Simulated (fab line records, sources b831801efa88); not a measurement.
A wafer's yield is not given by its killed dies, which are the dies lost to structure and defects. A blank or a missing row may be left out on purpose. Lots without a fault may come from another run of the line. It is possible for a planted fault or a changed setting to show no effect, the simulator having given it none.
8D (eight disciplines) problem report, filled in by code    flow sky130    the parts of the form that need people (team, actions taken, sign-off) are left out

## 1. THE ISSUE
Wafers without a fault read 3000.0 W, standard deviation 0.52; cathode-dc-power-W at SKY_METAL4_SPUTTER_03 reads a mean of 2921.4 W on 6 wafers belonging to 2 lots. So: -99 or more standard deviations from the usual mean.
The step: material Ti, target thk 5 nm, time 3.3 s.
First seen on wafer L564.2, day 42 13:51, on pvd-sputter-04. The record holds 39 wafers of 13 lots with a number at this step. The rule behind "out" and "out of limits": a value lying over 4 standard deviations away from the usual mean. All remaining wafers that have a number are taken as sound.

## 2. WHAT IT IS, WHAT IT ISN'T
question                     is                      is not
which readings at this step  cathode-dc-power-W      -
which lots                   L564, L568              L558, L559, L560, L561, L562, L563, L565, L567, L575, L576, L577
which wafers of those lots   all that have a number  -
read on which tools          pvd-sputter-04          pvd-sputter-01, pvd-sputter-03
when                         from day 42 13:51       up to then (18 sound wafers); but 15 sound wafers of L565, L567, L575, L576, L577 came after

## 3. WHAT RULES OUT EACH SUSPECT
Counting: a tool at a process step up to the reading stays a suspect if it ran every lot that is out and no sound lot after the first of them.
- cvd-w-02 at SKY_VIA3_CVD_21 (deposits W, target thk 390 nm, time 117.31 s): ruled out as a lasting fault. After its first lot that is out, L564 (day 42 13:10), sound lots L567 ran on it.
- pvd-sputter-04 at SKY_METAL4_SPUTTER_03 (material Ti, target thk 5 nm, time 3.3 s): ruled out as a lasting fault. After its first lot that is out, L564 (day 42 13:51), sound lots L577 ran on it.
Left after counting: nothing in the record.

## 4. THE CAUSE (what the simulator had put in)
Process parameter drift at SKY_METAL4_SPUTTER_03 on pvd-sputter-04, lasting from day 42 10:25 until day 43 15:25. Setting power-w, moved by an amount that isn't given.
Counting ruled it out, wrongly.

## 5. SEQUENCE OF EFFECTS, ordered by route
Rows list readings where the struck wafers' mean (over those with a number) sits beyond 3 standard deviations from the usual. Only readings whose record carries a usual standard deviation are examined. hours: median over the lots of the time between each lot's start at the first step of this table that gives one and its start at this step. sigmas: the change, counted in usual standard deviations.
hours  step                   reading             usual     on struck wafers  change  sigmas
0      SKY_METAL4_SPUTTER_03  cathode-dc-power-W  3000.0 W  2921.4            -78.6   -99 or more
It contains these process steps:
- SKY_METAL4_SPUTTER_03: material Ti, target thk 5 nm, time 3.3 s.
Later measuring or inspecting steps at which every struck wafer that the step has a row for has a number for every such reading, and none has moved that far: SKY_METAL4_OVL_MEAS_14.

## 6. HOW IT WOULD HAVE BEEN CAUGHT EARLIER
3 hours passed between the start of the fault at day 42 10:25 and the first reading out of limits in this record, taken at day 42 13:51.
